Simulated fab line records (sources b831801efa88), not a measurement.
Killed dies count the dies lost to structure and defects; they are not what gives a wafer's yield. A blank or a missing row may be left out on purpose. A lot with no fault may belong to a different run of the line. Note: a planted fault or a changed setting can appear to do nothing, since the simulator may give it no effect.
Code-filled problem report in 8D (eight disciplines) form ; flow gf180mcu ; the parts of the form that need people (team, actions taken, sign-off) are left out

1. WHAT IS WRONG
A mean of 0.839 a.u. is read at GF_M5_METAL_ETCH_10 for oes_product_au, taken on 1 wafer of 1 lot, against 0.993 a.u. (standard deviation 0.0061) on wafers free of any fault. Relative to the usual mean, that is a shift of -25 standard deviations.
The step: etches the open film in Cl2/BCl3, stops on SiO2, target depth 750.8 nm, time 125.1 s.
Earliest sighting: wafer L627.2 on rie_metal-01 at day 29 04:11. The record has a number at this step for 39 wafers belonging to 13 lots. By rule, "out" or "out of limits" means more than 4 standard deviations away from the usual mean. The other wafers with a number count as sound.

2. WHAT IT IS; WHAT IT IS NOT
question;is;is not
which readings at this step;oes_product_au, throttle_valve_pct;drypump_motor_current_A, mfc_cl2_sccm
which lots;L627;L618, L619, L620, L621, L632, L634, L635, L636, L638, L639, L640, L641
which wafers of those lots;L627.2;L627.1, L627.4
read on which tools;rie_metal-01;rie_metal-02, rie_metal-04
when;from day 29 04:11;"up to then (14 sound wafers); but 24 sound wafers of L632, L634, L635, L636, L638, L639, L640, L641 came after"

3. WHAT RULES OUT EACH SUSPECT
Counting: a tool at a process step up to the reading stays a suspect if it ran every lot that is out. Sound lots after the first of them don't rule it out here, since some wafers of a struck lot are sound.
- pvd_sputter-03 at GF_MIM_SPUTTER_03 (material Ti, target thk 10 nm, time 6.7 s): kept. L627, the lot that is out, went through it at day 27 11:38; up to then, the latest sound lot through it was L619 at day 24 20:57.
- rie_metal-01 at GF_M5_METAL_ETCH_10 (etches the open film in Cl2/BCl3, stops on SiO2, target depth 750.8 nm, time 125.1 s): kept. L627, the lot that is out, went through it at day 29 04:11; up to then, the latest sound lot through it was L621 at day 27 04:10. Its own readings are out on those wafers: oes_product_au, throttle_valve_pct.
- At GF_M5_METAL_ETCH_10 on rie_metal-01, chamber 1 took the sound wafers of the same lots and chamber 0 took the wafers that are out.
The count leaves rie_metal-01 at GF_M5_METAL_ETCH_10 and pvd_sputter-03 at GF_MIM_SPUTTER_03.

4. THE CAUSE (what the simulator had put in)
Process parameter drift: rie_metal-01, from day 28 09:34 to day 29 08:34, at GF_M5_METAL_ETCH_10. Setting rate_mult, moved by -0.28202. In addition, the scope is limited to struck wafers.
This tool is one of the 2 suspects left after counting.

5. THE CHAIN OF EFFECTS, in route order
Each row: a reading where the mean over the struck wafers with a number is more than 3 standard deviations away from the usual. Only readings for which the record gives a usual standard deviation are gone through. hours: the time from each lot's start at the first step in this table that gives one to its start at this step, as a median over the lots. sigmas: the change in usual standard deviations.
hours;step;reading;usual;on struck wafers;change;sigmas
0;GF_M5_METAL_ETCH_10;oes_product_au;0.993 a.u.;0.839;-0.154;-25
0;GF_M5_METAL_ETCH_10;throttle_valve_pct;28.227 %;28.394;+0.167;+17
0;GF_M5_STRIP_11;oes_product_au;0.521 a.u.;0.543;+0.022;+4.2
0;GF_M5_STRIP_11;strip_time_to_endpoint_s;6.99 s;7.73;+0.74;+13
Here are the process steps it includes:
- GF_M5_METAL_ETCH_10: etches the open film in Cl2/BCl3, stops on SiO2, target depth 750.8 nm, time 125.1 s.
- GF_M5_STRIP_11: strips in O2/N2.

6. WHAT WOULD HAVE CAUGHT IT SOONER
The fault began at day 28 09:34; the first out-of-limits reading in this record came at day 29 04:11, 19 hours later.
